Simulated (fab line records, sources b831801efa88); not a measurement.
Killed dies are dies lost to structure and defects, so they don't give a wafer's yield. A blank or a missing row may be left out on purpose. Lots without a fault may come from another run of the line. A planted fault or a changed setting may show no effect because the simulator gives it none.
fab line records | flow gf180mcu
record lots=13 wafers=37 last_day=34
route steps=602 shown V4@493 MIM@504
lots that met no fault: from a run of the same line without faults
start_h: hours from the record's first day to the start of the lot's first wafer shown | wait_h: hours since the lot's step before | " the same as in the row above | L1.1+2: a row that stands for several wafers | - no value, or no start given | * or withheld: withheld | < > ~ a bound
route shown NAME@n: a module of which the file shows steps, and the number in the route of the first | usual: mean/standard deviation of fault-free wafers | same: alike in all rows | chamber/n: place in a boat | sites: the reading at each site | _std_site: their standard deviation | _edge_site: outer sites' mean less inner sites' | radius_mm: how far each site lies from the wafer's centre | mask NAME#n: copy n | behind: the tool/chamber that last shaped the wafer | hold: why the lot was held/for how many hours/how that ended | device: the transistor (n, p or np) that didn't switch | end of line: the same wafers' tests at the end of the route | a step without rows: its recipe alone | killed: dies lost to structure and defects at the first sort, not the wafer's yield | map: a wafer's dies, x killed, . not, _ none there
set.NAME: the setting as run; set.NAME@STEP: as run at that earlier step | model.NAME: the simulator's own value behind a step, which no gauge read
steps of the route over a sample of lots; a table a step, a row a wafer
services: from which hour (start_h, from the record's first day; less than 0 if before it) a tool's chamber was out of use, for how many hours, and why
## steps
# step GF_V4_ETCH_17
# recipe chemistry=C4F8/O2/Ar mask_material=KrF target=SiO2 stop_on=TiN source_w=1500 bias_w=1200 pressure_mtorr=40 c4f8_flow_sccm=withheld O2_flow_sccm=6 Ar_flow_sccm=300 time_s=withheld target_depth_a=6300
# usual oes_product_au=0.856/0.0045
# columns lot.wafer tool chamber start_h wait_h oes_product_au
L122.1 rie_diel-03 1 - - 0.859
L122.3 " 0 " " 0.866
L122.4 " 2 " " 0.854
L124.2 rie_diel-01 0 - - 0.861
L124.3 " 1 " " 0.858
L124.5 " 0 " " 0.859
L126.1 rie_diel-01 3 - - 0.854
L126.3 " 0 " " 0.859
L126.4 " 2 " " 0.856
L128.3 rie_diel-02 2 - - 0.858
L128.5 " 0 " " 0.857
L128.6 " 3 " " 0.850
L129.3 rie_diel-03 0 - - 0.852
L129.5 " 0 " " 0.857
L129.6 " 1 " " 0.855
L130.1 rie_diel-02 1 - - 0.861
L130.3 " 2 " " 0.859
L130.6 " 0 " " 0.863
L131.1 rie_diel-03 0 - - 0.857
L131.2 " 3 " " 0.849
L131.5 " 3 " " 0.862
L133.3 rie_diel-02 1 - - 0.856
L133.4 " 1 " " 0.858
L133.6 " 2 " " 0.859
L138.1 rie_diel-03 2 - - 0.861
L139.3 rie_diel-03 0 - - 0.853
L139.4 " 1 " " 0.851
L139.6 " 2 " " 0.856
L140.2 rie_diel-03 2 - - 0.855
L140.4 " 3 " " 0.860
L140.5 " 1 " " 0.853
L143.1 rie_diel-03 2 - - 0.851
L143.2 " 3 " " 0.855
L143.3 " 0 " " 0.858
L144.2 rie_diel-03 1 - - 0.861
L144.5 " 0 " " 0.851
L144.6 " 1 " " 0.858
# step GF_V4_STRIP_18
# recipe chemistry=O2/N2 power_w=1400 pressure_mtorr=1500 platen_temp_c=250 o2_flow_sccm=3000 n2_flow_sccm=300 overash_fraction=0.5
# usual drypump_motor_current_A=5.52/0.3 heater_power_w=329/15 oes_product_au=0.593/0.0051
# columns lot.wafer tool chamber start_h wait_h drypump_motor_current_A heater_power_w oes_product_au rf_hours_counter_h
L122.1 plasma_asher-03 1 575.02 - 5.96 313 0.593 93
L122.3 " 0 " " 5.23 330 0.588 -
L122.4 " 1 " " 5.98 306 0.588 -
L124.2 plasma_asher-04 1 591.36 - 5.38 344 0.594 50
L124.3 " 0 " " 5.65 322 0.592 -
L124.5 " 1 " " 5.39 355 0.596 -
L126.1 plasma_asher-01 0 607.54 - 5.67 303 0.584 84
L126.3 " 0 " " 5.69 330 0.593 -
L126.4 " 1 " " 5.07 337 0.585 -
L128.3 plasma_asher-01 1 621.16 - 5.09 343 0.591 -
L128.5 " 1 " " 5.08 347 0.595 -
L128.6 " 0 " " 5.68 319 0.592 -
L129.3 plasma_asher-04 1 629.72 - 5.37 351 0.602 -
L129.5 " 1 " " 5.37 352 0.593 -
L129.6 " 0 " " 5.70 319 0.591 -
L130.1 plasma_asher-03 1 631.98 - 5.97 314 0.591 98
L130.3 " 1 " " 5.97 306 0.596 -
L130.6 " 1 " " 5.98 302 0.596 -
L131.1 plasma_asher-03 0 647.92 - 5.25 324 0.592 100
L131.2 " 1 " " 5.97 309 0.588 100
L131.5 " 1 " " 5.94 308 0.600 -
L133.3 plasma_asher-03 1 662.20 - 5.97 306 0.595 -
L133.4 " 0 " " 5.22 326 0.593 -
L133.6 " 1 " " 5.98 318 0.600 -
L138.1 plasma_asher-04 0 695.67 - 5.65 329 0.596 59
L139.3 plasma_asher-04 0 701.85 - 5.66 336 0.595 -
L139.4 " 1 " " 5.39 356 0.586 -
L139.6 " 0 " " 5.64 339 0.589 -
L140.2 plasma_asher-03 0 705.57 - 5.20 320 0.594 106
L140.4 " 1 " " 5.98 308 0.589 -
L140.5 " 1 " " 5.97 315 0.585 -
L143.1 plasma_asher-04 1 726.81 - 5.39 357 0.602 63
L143.2 " 0 " " 5.65 322 0.588 63
L143.3 " 0 " " 5.62 336 0.594 -
L144.2 plasma_asher-04 0 733.33 - 5.69 330 0.591 64
L144.5 " 1 " " 5.39 343 0.589 -
L144.6 " 0 " " 5.68 333 0.597 -
# step GF_MIM_SPUTTER_01
# recipe material=TiN target_thk_nm=30 power_w=6500 time_s=25 chamber_pressure_pa=0.4
# usual cathode_dc_power_W=6500.1/1.2 chamber_pressure_pa=0.4000/0.00079 throttle_valve_pct=29.8/0.74
# columns lot.wafer tool chamber start_h wait_h cathode_dc_power_W chamber_pressure_pa throttle_valve_pct
L122.1 pvd_sputter-01 - 576.35 0.1 6500.4 0.3992 30.6
L122.3 " - " " 6501.0 0.3986 28.9
L122.4 " - " " 6501.5 0.3999 30.7
L124.2 pvd_sputter-01 - 592.69 0.1 6500.2 0.3991 30.1
L124.3 " - " " 6501.2 0.3990 28.8
L124.5 " - " " 6501.5 0.3989 30.1
L126.1 pvd_sputter-04 - 608.87 0.1 6499.9 0.4001 30.3
L126.3 " - " " 6499.4 0.4013 30.6
L126.4 " - " " 6498.6 0.4008 30.4
L128.3 pvd_sputter-03 - 622.45 0.1 6498.6 0.3995 29.4
L128.5 " - " " 6499.6 0.4010 30.2
L128.6 " - " " 6501.7 0.3995 30.3
L129.3 pvd_sputter-03 - 631.04 0.1 6498.2 0.3993 30.3
L129.5 " - " " 6501.0 0.4006 29.2
L129.6 " - " " 6497.8 0.3977 29.5
L130.1 pvd_sputter-01 - 633.42 0.1 6498.9 0.4003 29.1
L130.3 " - " " 6501.0 0.4007 30.7
L130.6 " - " " 6499.8 0.4007 30.5
L131.1 pvd_sputter-03 - 649.26 0.1 6500.8 0.4004 30.3
L131.2 " - " " 6498.8 0.4013 29.3
L131.5 " - " " 6499.6 0.4000 30.4
L133.3 pvd_sputter-03 - 663.52 0.1 6499.5 0.3990 30.4
L133.4 " - " " 6499.8 0.3998 29.0
L133.6 " - " " 6500.9 0.4007 30.6
L138.1 pvd_sputter-01 - 697.03 0.1 7619.0 0.3981 28.9
L139.3 pvd_sputter-03 - 703.18 0.1 6498.9 0.4007 30.7
L139.4 " - " " 6498.7 0.3991 29.2
L139.6 " - " " 6499.0 0.4001 29.9
L140.2 pvd_sputter-04 - 706.96 0.1 6501.1 0.4002 30.1
L140.4 " - " " 6500.3 0.4001 28.6
L140.5 " - " " 6502.3 0.3998 30.9
L143.1 pvd_sputter-04 - 728.15 0.1 6498.7 0.4005 30.6
L143.2 " - " " 6501.5 0.3996 30.4
L143.3 " - " " 6501.5 0.3995 30.0
L144.2 pvd_sputter-04 - 734.85 0.1 6498.7 0.3996 28.6
L144.5 " - " " 6498.9 0.4015 29.9
L144.6 " - " " 6500.5 0.4000 30.5
# step GF_MIM_CVD_05
# recipe material=Si3N4 target_thk_nm=42 temp_max_c=400 temp_c=385 time_s=29.086 rf_w=450
# usual heater_power_w=640/69 susceptor_temp_C=385.02/0.2
# columns lot.wafer tool chamber start_h wait_h heater_power_w susceptor_temp_C
L122.1 pecvd-01 2 576.47 0.0 632 385.14
L122.3 " 0 " " 616 385.29
L122.4 " 1 " " 730 384.76
L124.2 pecvd-01 2 592.81 0.0 650 385.11
L124.3 " 0 " " 539 385.08
L124.5 " 1 " " 602 384.94
L126.1 pecvd-02 2 608.99 0.0 708 385.23
L126.3 " 0 " " 525 385.07
L126.4 " 1 " " 813 385.12
L128.3 pecvd-04 1 622.57 0.0 621 384.81
L128.5 " 2 " " 668 385.14
L128.6 " 1 " " 617 384.89
L129.3 pecvd-04 2 631.16 0.0 710 385.39
L129.5 " 2 " " 715 385.07
L129.6 " 1 " " 628 384.97
L130.1 pecvd-01 1 633.54 0.0 697 385.09
L130.3 " 2 " " 667 385.14
L130.6 " 1 " " 708 384.82
L131.1 pecvd-02 2 649.38 0.0 685 384.70
L131.2 " 0 " " 560 384.63
L131.5 " 2 " " 671 384.64
L133.3 pecvd-04 1 663.64 0.0 586 385.17
L133.4 " 2 " " 714 384.96
L133.6 " 0 " " 618 385.07
L138.1 pecvd-04 2 697.15 0.0 665 385.08
L139.3 pecvd-02 0 703.30 0.0 554 385.01
L139.4 " 0 " " 575 384.85
L139.6 " 1 " " 731 384.70
L140.2 pecvd-04 1 707.09 0.0 591 384.97
L140.4 " 1 " " 595 384.62
L140.5 " 0 " " 558 385.35
L143.1 pecvd-01 0 728.27 0.0 526 385.04
L143.2 " 2 " " 593 384.50
L143.3 " 1 " " 699 385.16
L144.2 pecvd-02 0 734.97 0.0 579 385.05
L144.5 " 1 " " 696 385.02
L144.6 " 2 " " 614 385.32
## services
# columns tool chamber start_h hours kind
rie_diel-01 0 570.45 8.6 repair
plasma_asher-01 - 579.64 2.8 pm
pecvd-02 - 591.12 14.0 pm
rie_diel-03 3 597.52 3.3 repair
rie_diel-03 - 604.15 0.6 repair
rie_diel-01 0 608.86 3.0 repair
pecvd-01 0 623.89 27.1 repair
pecvd-04 1 639.39 6.4 repair
rie_diel-03 - 641.43 0.7 repair
pecvd-04 - 642.89 2.8 pm
rie_diel-03 3 669.23 5.5 repair
plasma_asher-04 - 678.82 14.6 pm
rie_diel-02 0 682.21 4.6 repair
pecvd-02 - 689.98 2.8 pm
rie_diel-02 - 692.43 28.1 pm
rie_diel-03 1 707.93 6.8 repair
pvd_sputter-03 - 711.67 0.9 repair
rie_diel-03 0 713.16 5.8 repair
rie_diel-03 3 714.38 5.1 repair
plasma_asher-03 - 717.83 4.0 pm
rie_diel-03 1 720.83 1.9 repair
pecvd-04 - 729.68 2.0 repair
pecvd-01 2 732.23 3.8 repair
plasma_asher-03 - 733.79 9.0 pm
## key
first_sign step=GF_MIM_SPUTTER_01 reading=cathode_dc_power_W direction=up sigmas=99+ usual=6500.1 struck=7619.0
effect none on later readings
met_at GF_MIM_SPUTTER_01
struck_lots L138
struck_wafers L138.1
sort_left_out L138.1
tester_left_out L138
not_acting_at GF_V4_ETCH_17,GF_V4_STRIP_18,GF_MIM_CVD_05
onset_between 592.69 697.03
earlier_fault kind=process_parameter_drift tool=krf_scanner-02 chamber=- onset_h=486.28 steps=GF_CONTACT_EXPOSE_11 channel=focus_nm offset=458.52 spread_by_wafer=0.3 shape=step end_h=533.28
fault kind=process_parameter_drift tool=pvd_sputter-01 chamber=- onset_h=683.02 steps=GF_MIM_SPUTTER_01 channel=power_w offset=1120.7 shape=step acts_in=these_recipes_only stated=6500 scope=struck_wafers_only
# tester_left_out: of these lots the tester's yield and bins aren't shown, on N5 and GAA mostly nor the transistor test; their killed dies are dies lost to structure and defects alone, not to doping, threshold or leakage, so they don't give the yield
# sort_left_out: the simulated sort isn't trusted on such a fault, so these wafers' sort isn't shown, and their yield isn't known
